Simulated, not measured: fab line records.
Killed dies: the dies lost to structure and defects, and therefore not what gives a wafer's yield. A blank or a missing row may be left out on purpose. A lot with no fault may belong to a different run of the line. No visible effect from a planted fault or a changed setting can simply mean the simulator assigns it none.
The same fault as seen by 2 desks	flow gf180mcu	numbers are kept per desk, each desk with only its own; the story behind them comes last

## AT THE TOOL OWNER'S DESK: pvd-sputter-01
The tool's own readings at GF_TOP_METAL_SPUTTER_02 (material AlCu, target thk 900 nm, time 47.82 s): means of the sampled wafers that have a number, for each lot that ran on this tool. A lot is out of limits, marked OUT, if its mean lies more than 4 standard deviations from the usual mean; the brackets give that distance.
Columns: A = substrate-temp-c at GF_TOP_METAL_SPUTTER_02, usual 249.99 C; B = throttle-valve-pct at GF_TOP_METAL_SPUTTER_02, usual 30.1 %
lot	first seen here	A	B
L659	day 28 02:45	249.96	30.1
L665	day 29 16:00	250.15	30.3
L667	day 30 04:24	249.94	30.4
This desk found nothing out of limits on any of the 3 lots.

## THE METROLOGY DESK
Lot by lot, what the gauges showed, no matter which tool ran the lot: averages of those sampled wafers that carry a number. A lot is out of limits, marked OUT, if its mean lies more than 4 standard deviations from the usual mean; the brackets give that distance.
Columns: A = V5_W_RS at GF_V5_RS_MEAS_24, usual 0.329 ohm/sq; B = V5_W_THK at GF_V5_THK_MEAS_25, usual 334 nm; C = TOP_METAL_ALCU_RS at GF_TOP_METAL_RS_MEAS_05, usual 0.0329 ohm/sq; D = TOP_METAL_ALCU_THK at GF_TOP_METAL_THK_MEAS_06, usual 911 nm; E = cd-nm at GF_TOP_METAL_CD_MEAS_14, usual 440.0 nm; F = TOP_METAL_OVL at GF_TOP_METAL_OVL_MEAS_15, usual 0.0 nm
lot	first seen here	A	B	C	D	E	F
L659	day 28 02:10	0.329	337	0.0329	912	439.2	-1.5
L665	day 29 15:23	0.330	329	0.0439 (+31) OUT	708 (-18) OUT	437.0	-0.4
L667	day 30 03:48	0.328	332	0.0384 (+16) OUT	816 (-8.7) OUT	442.0	-0.3
L666	day 30 07:28	0.326	333	0.0332	902	440.3	0.3
L675	day 32 09:02	0.333	328	0.0329	903	437.0	0.7
L680	day 33 09:26	0.328	339	0.0324	924	437.6	-0.6
This desk's finding: out of limits on L665, L667; first on L665, day 29 16:05 (TOP_METAL_ALCU_RS at GF_TOP_METAL_RS_MEAS_05). Within limits: L659, L666, L675, L680.

## BROUGHT TOGETHER
L665, L667 would have let the metrology desk raise an alarm at day 29 16:05.
The tool owner's desk saw nothing out of limits.
On record at the tool owner's desk: L665, L667, within its limits.
The lots listed all ran GF_TOP_METAL_SPUTTER_02 on pvd-sputter-01.

## WHAT HAD BEEN PUT IN BY THE SIMULATOR
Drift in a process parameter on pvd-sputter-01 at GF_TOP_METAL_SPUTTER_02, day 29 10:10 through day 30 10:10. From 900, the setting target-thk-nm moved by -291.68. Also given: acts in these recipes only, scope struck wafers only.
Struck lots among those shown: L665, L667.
Delay in hours, fault start to first out-of-limits reading, per desk: metrology desk 6.
